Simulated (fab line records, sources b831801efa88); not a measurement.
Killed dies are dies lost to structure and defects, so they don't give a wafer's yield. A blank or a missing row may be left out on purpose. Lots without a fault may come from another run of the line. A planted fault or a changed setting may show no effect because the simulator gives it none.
fab line records | flow sky130
record lots=6 wafers=18 last_day=50
route steps=708 shown VIA3@593 METAL4@598 CAP2M@603
lots that met no fault: from a run of the same line without faults
start_h: hours from the record's first day to the start of the lot's first wafer shown | wait_h: hours since the lot's step before | " the same as in the row above | L1.1+2: a row that stands for several wafers | - no value, or no start given | * or withheld: withheld | < > ~ a bound
route shown NAME@n: a module of which the file shows steps, and the number in the route of the first | usual: mean/standard deviation of fault-free wafers | same: alike in all rows | chamber/n: place in a boat | sites: the reading at each site | _std_site: their standard deviation | _edge_site: outer sites' mean less inner sites' | radius_mm: how far each site lies from the wafer's centre | mask NAME#n: copy n | behind: the tool/chamber that last shaped the wafer | hold: why the lot was held/for how many hours/how that ended | device: the transistor (n, p or np) that didn't switch | end of line: the same wafers' tests at the end of the route | a step without rows: its recipe alone | killed: dies lost to structure and defects at the first sort, not the wafer's yield | map: a wafer's dies, x killed, . not, _ none there
set.NAME: the setting as run; set.NAME@STEP: as run at that earlier step | model.NAME: the simulator's own value behind a step, which no gauge read
lots at some steps of the route; a table a step, a row a wafer
services: from which hour (start_h, from the record's first day; less than 0 if before it) a tool's chamber was out of use, for how many hours, and why
## steps
# step SKY_VIA3_SPUTTER_20
# recipe material=TiN target_thk_nm=20 chamber_pressure_pa=5 power_w=4000 time_s=80
# usual cathode_dc_power_W=4000.0/0.72 chamber_pressure_pa=5.000/0.0097 throttle_valve_pct=29.9/0.73
# columns lot.wafer tool chamber start_h wait_h cathode_dc_power_W chamber_pressure_pa throttle_valve_pct
L485.1 pvd_sputter-03 - 931.00 0.0 4000.0 5.003 29.4
L485.4 " - " " 4000.3 5.002 30.5
L485.6 " - " " 3999.8 5.002 29.4
L487.2 pvd_sputter-04 - 953.34 0.0 3999.5 5.009 29.3
L487.3 " - " " 3999.5 5.010 30.3
L487.4 " - " " 3999.1 5.001 31.2
L488.2 pvd_sputter-03 - 957.98 0.0 3999.9 4.997 29.5
L488.4 " - " " 3999.4 4.994 30.5
L488.6 " - " " 4000.4 5.016 30.2
L489.1 pvd_sputter-04 - 960.88 0.0 3999.8 5.000 29.5
L489.2 " - " " 3998.5 5.003 28.8
L489.5 " - " " 4000.0 5.004 31.4
L497.2 pvd_sputter-03 - 1030.14 0.0 3999.1 5.000 30.3
L497.4 " - " " 4000.3 4.994 30.4
L497.6 " - " " 4000.5 5.004 30.1
L504.1 pvd_sputter-02 - 1066.93 0.0 3999.5 4.988 28.6
L504.5 " - " " 3999.7 4.992 29.8
L504.6 " - " " 4000.0 4.975 30.3
# step SKY_VIA3_CVD_21
# recipe material=W target_thk_nm=390 time_s=117.31 temp_c=400 pressure_torr=40
# usual chamber_pressure_Torr=40.00/0.085 heater_power_w=823/70
# columns lot.wafer tool chamber start_h wait_h chamber_pressure_Torr heater_power_w
L485.1 cvd_w-01 0 931.06 0.0 40.08 829
L485.4 " 0 " " 40.14 828
L485.6 " 1 " " 40.06 737
L487.2 cvd_w-01 1 953.40 0.0 39.98 737
L487.3 " 1 " " 39.85 735
L487.4 " 0 " " 39.91 826
L488.2 cvd_w-01 0 958.05 0.0 39.91 829
L488.4 " 0 " " 40.04 825
L488.6 " 0 " " 39.91 822
L489.1 cvd_w-01 1 960.95 0.0 39.96 724
L489.2 " 0 " " 39.98 819
L489.5 " 0 " " 40.10 822
L497.2 cvd_w-02 1 1030.20 0.0 40.14 891
L497.4 " 0 " " 40.18 919
L497.6 " 1 " " 40.10 893
L504.1 cvd_w-01 1 1066.99 0.0 39.85 745
L504.5 " 1 " " 39.96 737
L504.6 " 0 " " 40.05 817
# step SKY_VIA3_RS_MEAS_22
# recipe thk_meas_gauge=four-point-probe reads=W_of_VIA3_CVD_21+TiN_of_VIA3_SPUTTER_20
# usual VIA3_W_RS=0.2929/0.0028
# columns lot.wafer tool chamber start_h wait_h VIA3_W_RS[ohm/sq]
L485.1 film_metro-03 - 931.18 0.1 0.2922
L485.4 " - " " 0.2922
L485.6 " - " " 0.2905
L487.2 film_metro-02 - 953.54 0.1 0.2885
L487.3 " - " " 0.2884
L487.4 " - " " 0.2915
L488.2 film_metro-03 - 958.19 0.1 0.2911
L488.4 " - " " 0.2902
L488.6 " - " " 0.2939
L489.1 film_metro-03 - 961.07 0.1 0.2987
L489.2 " - " " 0.2949
L489.5 " - " " 0.2959
L497.2 film_metro-02 - 1030.34 0.1 0.2941
L497.4 " - " " 0.2974
L497.6 " - " " 0.2920
L504.1 film_metro-03 - 1067.11 0.1 0.2944
L504.5 " - " " 0.2947
L504.6 " - " " 0.2944
# step SKY_VIA3_THK_MEAS_23
# recipe thk_meas_gauge=xrf reads=W_of_VIA3_CVD_21
# usual VIA3_W_THK=396/7.3
# columns lot.wafer tool chamber start_h wait_h VIA3_W_THK[nm]
L485.1 film_metro-03 - 931.30 0.1 404
L485.4 " - " " 403
L485.6 " - " " 407
L487.2 film_metro-02 - 953.65 0.1 392
L487.3 " - " " 394
L487.4 " - " " 387
L488.2 film_metro-03 - 958.30 0.1 403
L488.4 " - " " 406
L488.6 " - " " 399
L489.1 film_metro-03 - 961.19 0.1 395
L489.2 " - " " 403
L489.5 " - " " 399
L497.2 film_metro-02 - 1030.45 0.1 390
L497.4 " - " " 384
L497.6 " - " " 396
L504.1 film_metro-03 - 1067.23 0.1 397
L504.5 " - " " 398
L504.6 " - " " 398
# step SKY_VIA3_CMP_24
# recipe stop_on=SiO2 t_overpolish_s=20 down_force_psi=3.5 platen_rpm=60 target_thk_nm=0 pad_velocity_m_s=0.94248
# usual head_pressure_psi=3.501/0.008 motor_current_A=10.7/0.88 overpolish_run_s=20.001/0.0099 slurry_filter_dp_kPa=13.51/0.13 time_to_endpoint_s=95.8/2.9
# columns lot.wafer tool chamber start_h wait_h head_pressure_psi motor_current_A overpolish_run_s slurry_filter_dp_kPa time_to_endpoint_s
L485.4 cmp-01 3 934.89 3.5 3.509 11.5 19.995 13.31 97.1
L485.1 " 2 " " 3.496 11.5 20.000 13.60 95.9
L485.6 " 3 " " 3.497 11.4 20.010 13.56 99.0
L487.4 cmp-01 3 953.75 0.1 3.506 10.8 20.005 13.42 97.4
L487.2 " 0 " " 3.487 11.2 20.000 13.41 98.8
L487.3 " 1 " " 3.499 9.8 19.983 13.57 95.0
L488.2 cmp-01 0 958.40 0.1 3.497 11.0 20.010 13.68 89.6
L488.4 " 2 " " 3.499 11.0 20.016 13.76 94.1
L488.6 " 0 " " 3.504 10.8 20.012 13.57 95.1
L489.2 cmp-01 0 961.29 0.1 3.496 11.2 20.019 13.43 90.0
L489.1 " 2 " " 3.510 11.6 20.013 13.58 91.7
L489.5 " 0 " " 3.507 11.2 20.010 13.68 90.1
L497.2 cmp-02 3 1030.50 0.0 3.482 12.0 19.995 13.43 100.0
L497.4 " 1 " " 3.502 9.7 20.012 13.53 96.9
L497.6 " 0 " " 3.511 10.6 19.997 13.37 99.6
L504.1 cmp-02 0 1067.44 0.2 3.506 9.8 19.994 13.39 95.8
L504.5 " 1 " " 3.483 10.0 20.010 13.50 95.8
L504.6 " 2 " " 3.498 10.0 20.002 13.40 93.3
# step SKY_METAL4_SPUTTER_00
# recipe material=Ti target_thk_nm=15 power_w=3000 time_s=10 chamber_pressure_pa=0.4
# step SKY_METAL4_SPUTTER_01
# recipe material=TiN target_thk_nm=20 power_w=6500 time_s=16.7 chamber_pressure_pa=0.4
# step SKY_METAL4_SPUTTER_02
# recipe material=AlCu target_thk_nm=735 power_w=10600 time_s=39.1 chamber_pressure_pa=0.4065
# step SKY_METAL4_SPUTTER_03
# recipe material=Ti target_thk_nm=5 power_w=3000 time_s=3.3 chamber_pressure_pa=0.4
# step SKY_METAL4_SPUTTER_04
# recipe material=TiN target_thk_nm=70 power_w=6500 time_s=58.3 chamber_pressure_pa=0.4
# usual cathode_dc_power_W=6500.0/1 chamber_pressure_pa=0.3999/0.00087 throttle_valve_pct=30.1/0.83
# columns lot.wafer tool chamber start_h wait_h cathode_dc_power_W chamber_pressure_pa throttle_valve_pct
L485.1 pvd_sputter-04 - 935.30 0.0 6500.9 0.3988 28.6
L485.4 " - " " 6500.5 0.4009 29.1
L485.6 " - " " 6499.6 0.3986 30.6
L487.2 pvd_sputter-03 - 954.11 0.0 6500.8 0.4004 30.4
L487.3 " - " " 6498.9 0.3993 30.3
L487.4 " - " " 6501.6 0.3991 29.5
L488.2 pvd_sputter-01 - 958.75 0.0 6501.8 0.4008 29.2
L488.4 " - " " 6499.2 0.4019 31.3
L488.6 " - " " 6499.2 0.4000 31.4
L489.1 pvd_sputter-01 - 961.70 0.0 6500.5 0.4010 29.6
L489.2 " - " " 6499.5 0.3996 31.1
L489.5 " - " " 6499.3 0.4004 31.0
L497.2 pvd_sputter-03 - 1030.91 0.0 6500.4 0.4025 30.2
L497.4 " - " " 6500.1 0.4006 30.3
L497.6 " - " " 6499.8 0.4006 30.3
L504.1 pvd_sputter-01 - 1067.70 0.0 6499.4 0.3990 29.7
L504.5 " - " " 6500.1 0.3997 30.7
L504.6 " - " " 6499.5 0.3985 29.9
# step SKY_CAP2M_CVD_00
# recipe material=SiO2 target_thk_nm=15.5 temp_c=400 time_s=withheld rf_w=450
# step SKY_CAP2M_THK_MEAS_01
# recipe reads=SiO2_of_CAP2M_CVD_00
# usual CAP2M_CVD_00_THK=15.56/0.2
# columns lot.wafer tool chamber start_h wait_h CAP2M_CVD_00_THK[nm]
L485.1 film_metro-01 - 935.37 - 15.56
L485.4 " - " " 15.69
L485.6 " - " " 15.65
L487.2 film_metro-01 - 954.19 - 15.51
L487.3 " - " " 15.22
L487.4 " - " " 15.86
L488.2 film_metro-04 - 958.83 - 15.45
L488.4 " - " " 15.77
L488.6 " - " " 15.78
L489.1 film_metro-04 - 961.78 - 14.98
L489.2 " - " " 15.20
L489.5 " - " " 15.27
L497.2 film_metro-04 - 1031.00 - 15.55
L497.4 " - " " 15.64
L497.6 " - " " 15.72
L504.1 film_metro-01 - 1067.77 - 15.54
L504.5 " - " " 16.04
L504.6 " - " " 15.86
# step SKY_CAP2M_SPUTTER_02
# recipe material=TiN target_thk_nm=200 temp_c=300 power_w=6500 time_s=166.7 chamber_pressure_pa=0.4
# usual cathode_dc_power_W=6499.8/1.2 chamber_pressure_pa=0.4002/0.00072 throttle_valve_pct=30.0/0.88
# columns lot.wafer tool chamber start_h wait_h cathode_dc_power_W chamber_pressure_pa throttle_valve_pct
L485.1 pvd_sputter-02 - 935.43 0.1 6502.3 0.3995 29.0
L485.4 " - " " 6500.0 0.3998 29.3
L485.6 " - " " 6498.5 0.4005 30.6
L487.2 pvd_sputter-02 - 954.24 0.0 - - -
L487.3 " - " " - - -
L487.4 " - " " - - -
L488.2 pvd_sputter-04 - 958.88 0.0 - - -
L488.4 " - " " - - -
L488.6 " - " " - - -
L489.1 pvd_sputter-04 - 961.84 0.1 6499.3 0.4000 29.2
L489.2 " - " " 6498.7 0.3993 28.7
L489.5 " - " " 6499.3 0.4008 30.7
L497.2 pvd_sputter-02 - 1031.05 0.0 6499.8 0.3993 30.0
L497.4 " - " " 6499.9 0.3997 30.3
L497.6 " - " " 6499.3 0.3992 29.3
L504.1 pvd_sputter-04 - 1067.83 0.1 6500.4 0.3983 28.6
L504.5 " - " " 6497.7 0.4002 29.2
L504.6 " - " " 6498.4 0.4010 31.4
# step SKY_CAP2M_RS_MEAS_03
# recipe thk_meas_gauge=four-point-probe reads=TiN_of_CAP2M_SPUTTER_02
# usual CAP2M_TIN_RS=6.92/0.087
# columns lot.wafer tool chamber start_h wait_h CAP2M_TIN_RS[ohm/sq]
L485.1 film_metro-03 - 935.54 0.1 7.05
L485.4 " - " " 7.04
L485.6 " - " " 7.02
L487.2 film_metro-04 - 954.37 0.1 -
L487.3 " - " " -
L487.4 " - " " -
L488.2 film_metro-04 - 959.01 0.1 -
L488.4 " - " " -
L488.6 " - " " -
L489.1 film_metro-03 - 961.95 0.1 7.07
L489.2 " - " " 7.12
L489.5 " - " " 7.09
L497.2 film_metro-03 - 1031.18 0.1 6.84
L497.4 " - " " 6.88
L497.6 " - " " 6.82
L504.1 film_metro-04 - 1067.94 0.1 7.02
L504.5 " - " " 6.99
L504.6 " - " " 7.02
# step SKY_CAP2M_THK_MEAS_04
# recipe thk_meas_gauge=xrf reads=TiN_of_CAP2M_SPUTTER_02
# usual CAP2M_TIN_THK=201.9/2.7
# columns lot.wafer tool chamber start_h wait_h CAP2M_TIN_THK[nm]
L485.1 film_metro-03 - 935.66 0.1 197.6
L485.4 " - " " 198.9
L485.6 " - " " 197.6
L487.2 film_metro-04 - 954.48 0.1 <0.0
L487.3 " - " " <0.0
L487.4 " - " " <0.0
L488.2 film_metro-04 - 959.12 0.1 <0.0
L488.4 " - " " <0.0
L488.6 " - " " <0.0
L489.1 film_metro-03 - 962.07 0.1 196.9
L489.2 " - " " 195.8
L489.5 " - " " 196.4
L497.2 film_metro-03 - 1031.29 0.1 202.7
L497.4 " - " " 202.3
L497.6 " - " " 204.6
L504.1 film_metro-04 - 1068.06 0.1 201.1
L504.5 " - " " 200.2
L504.6 " - " " 200.0
# step SKY_CAP2M_DEHYDRATE_05
# recipe temp_c=200 time_s=60
# step SKY_CAP2M_HMDS_06
# recipe prime_time_s=60 prime_temp_c=120
# step SKY_CAP2M_COAT_07
# recipe resist=NOVOLAK spin_rpm=3000 resist_thk_nm=1140
# step SKY_CAP2M_SOFTBAKE_08
# recipe temp_c=90 time_s=60 resist=NOVOLAK
# step SKY_CAP2M_EXPOSE_09
# recipe mask_id=CAP2M na=0.6 source_shape=conventional sigma_outer=0.6 polarization=unpolarized target_cd_nm=1000 dose_mj=159
# step SKY_CAP2M_PEB_10
# recipe temp_c=withheld time_s=* resist=NOVOLAK
# step SKY_CAP2M_DEVELOP_11
# recipe resist=NOVOLAK developer=TMAH develop_time_s=60 dev_temp_c=23
# step SKY_CAP2M_OVL_MEAS_12
# usual CAP2M_OVL=-0.7/1.1
# columns lot.wafer tool chamber start_h wait_h CAP2M_OVL[nm]
L485.1 overlay-02 - 959.34 0.1 0.5
L485.4 " - " " -0.4
L485.6 " - " " 0.4
L487.2 overlay-01 - 978.06 0.1 -1.7
L487.3 " - " " -2.0
L487.4 " - " " -1.6
L488.2 overlay-02 - 983.26 0.1 -0.2
L488.4 " - " " -0.9
L488.6 " - " " 0.2
L489.1 overlay-01 - 986.20 0.1 -1.1
L489.2 " - " " -2.2
L489.5 " - " " -1.8
L497.2 overlay-01 - 1052.90 0.1 -1.3
L497.4 " - " " 0.3
L497.6 " - " " -0.5
L504.1 overlay-01 - 1089.19 0.1 -0.6
L504.5 " - " " -1.6
L504.6 " - " " -0.3
# step SKY_CAP2M_METAL_ETCH_13
# recipe target_depth_nm=220 stop_on=SiO2 chemistry=Cl2/BCl3 target=TiN pressure_mtorr=10 icp_w=900 bias_w=48.5 Cl2_flow_sccm=60 bcl3_flow_sccm=30 time_s=62.9
# usual chamber_pressure_mTorr=10.001/0.009 drypump_motor_current_A=5.76/0.28 oes_product_au=0.940/0.0078 throttle_valve_pct=21.902/0.011
# columns lot.wafer tool chamber start_h wait_h chamber_pressure_mTorr drypump_motor_current_A oes_product_au rf_hours_counter_h throttle_valve_pct
L485.1 rie_metal-02 0 959.38 0.0 10.000 5.98 0.925 9 21.919
L485.4 " 0 " " 9.992 5.95 0.926 - 21.922
L485.6 " 1 " " 9.992 5.06 0.942 - 21.920
L487.2 rie_metal-04 1 978.09 0.0 9.989 5.95 0.370 18 22.246
L487.3 " 0 " " 10.012 5.75 0.372 - 22.256
L487.4 " 1 " " 9.981 5.93 0.374 - 22.255
L488.2 rie_metal-04 0 983.29 0.0 9.998 5.76 0.373 7 22.269
L488.4 " 0 " " 9.993 5.78 0.367 - 22.274
L488.6 " 0 " " 10.010 5.76 0.371 - 22.267
L489.1 rie_metal-01 1 986.24 0.0 9.987 5.99 0.927 16 21.914
L489.2 " 0 " " 9.988 5.69 0.922 13 21.920
L489.5 " 1 " " 10.005 5.98 0.924 - 21.909
L497.2 rie_metal-04 0 1052.96 0.0 10.002 5.78 0.944 - 21.901
L497.4 " 0 " " 10.014 5.76 0.942 - 21.892
L497.6 " 0 " " 9.991 5.77 0.946 - 21.906
L504.1 rie_metal-02 1 1089.23 0.0 9.991 5.11 0.943 8 21.917
L504.5 " 1 " " 9.980 5.07 0.930 - 21.929
L504.6 " 0 " " 10.001 5.95 0.930 - 21.925
# step SKY_CAP2M_STRIP_14
# recipe chemistry=O2/N2 power_w=1400 pressure_mtorr=1500 platen_temp_c=withheld o2_flow_sccm=2903 n2_flow_sccm=300 overash_fraction=0.5
# usual chamber_pressure_mTorr=1500.1/1.4 drypump_motor_current_A=5.5/0.39 oes_product_au=0.709/0.0042 strip_time_to_endpoint_s=12.68/0.037
# same overash_fraction=0.5
# columns lot.wafer tool chamber start_h wait_h chamber_pressure_mTorr drypump_motor_current_A oes_product_au rf_hours_counter_h strip_time_to_endpoint_s
L485.1 plasma_asher-03 0 959.46 0.1 1497.5 6.0 0.701 51 12.70
L485.4 " 0 " " 1499.7 6.0 0.708 - 12.67
L485.6 " 0 " " 1499.9 6.0 0.710 - 12.70
L487.2 plasma_asher-04 1 978.16 0.1 1499.2 5.1 0.703 113 12.67
L487.3 " 1 " " 1501.4 5.1 0.712 - 12.63
L487.4 " 0 " " 1499.6 5.6 0.704 - 12.65
L488.2 plasma_asher-03 0 983.36 0.1 1502.3 6.0 0.702 53 12.67
L488.4 " 1 " " 1502.4 5.6 0.706 - 12.66
L488.6 " 0 " " 1500.2 6.0 0.714 - 12.66
L489.1 plasma_asher-02 1 986.31 0.1 1502.0 4.7 0.699 24 12.69
L489.2 " 0 " " 1499.7 5.8 0.707 24 12.75
L489.5 " 0 " " 1500.3 5.8 0.713 - 12.73
L497.2 plasma_asher-03 1 1053.09 0.1 1502.1 5.5 0.704 60 12.70
L497.4 " 0 " " 1500.1 5.9 0.708 - 12.69
L497.6 " 1 " " 1502.9 5.5 0.711 - 12.65
L504.1 plasma_asher-03 1 1089.31 0.1 1498.2 5.5 0.712 64 12.70
L504.5 " 0 " " 1500.0 6.0 0.708 - 12.73
L504.6 " 1 " " 1499.0 5.6 0.713 - 12.67
## services
# columns tool chamber start_h hours kind
plasma_asher-04 - 908.29 2.4 repair
cvd_w-02 - 908.84 1.1 repair
pvd_sputter-04 - 909.13 11.2 repair
cvd_w-02 - 913.82 0.9 repair
cmp-01 - 917.69 4.0 pm
plasma_asher-02 - 933.29 1.9 repair
cmp-01 - 937.71 2.2 repair
plasma_asher-03 - 938.94 3.4 repair
rie_metal-02 - 940.56 2.8 pm
plasma_asher-03 - 965.16 2.2 repair
plasma_asher-03 - 967.63 5.9 repair
pvd_sputter-04 - 968.50 10.7 repair
pvd_sputter-04 - 974.16 22.1 repair
cmp-01 - 1000.66 0.3 repair
cvd_w-01 - 1005.02 6.9 pm
plasma_asher-03 - 1008.80 0.3 repair
cmp-02 - 1021.85 4.3 pm
pvd_sputter-04 - 1022.30 8.8 repair
cmp-01 - 1039.16 4.1 pm
pvd_sputter-03 - 1043.46 8.3 repair
cvd_w-01 - 1056.14 2.9 repair
pvd_sputter-03 - 1057.40 3.3 repair
pvd_sputter-03 - 1081.73 0.7 repair
cmp-02 - 1084.28 4.0 pm
## key
first_sign step=SKY_CAP2M_SPUTTER_02 reading=tool_record direction=missing
effect step=SKY_CAP2M_RS_MEAS_03 reading=CAP2M_TIN_RS direction=missing
effect step=SKY_CAP2M_THK_MEAS_04 reading=CAP2M_TIN_THK direction=down sigmas=75 usual=201.9 struck=<0.0
effect step=SKY_CAP2M_METAL_ETCH_13 reading=oes_product_au direction=down sigmas=73 usual=0.940 struck=0.371
met_at SKY_CAP2M_SPUTTER_02
struck_wafers L487.2,L487.3,L487.4,L488.2,L488.4,L488.6
later_rows_left_out L487.2,L487.3,L487.4,L488.2,L488.4,L488.6
sort_left_out L487.2,L487.3,L487.4,L488.2,L488.4,L488.6
onset_between 935.43 954.24
fault kind=skipped_step_whole tool=pvd_sputter-02,pvd_sputter-04 chamber=- onset_h=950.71 steps=SKY_CAP2M_SPUTTER_02 scope=struck_lots_only
# sort_left_out: the simulated sort isn't trusted on such a fault, so these wafers' sort isn't shown, and their yield isn't known
# later_rows_left_out: the simulator's readings of these wafers behind a module that went badly wrong aren't trusted and aren't shown, but for the sort
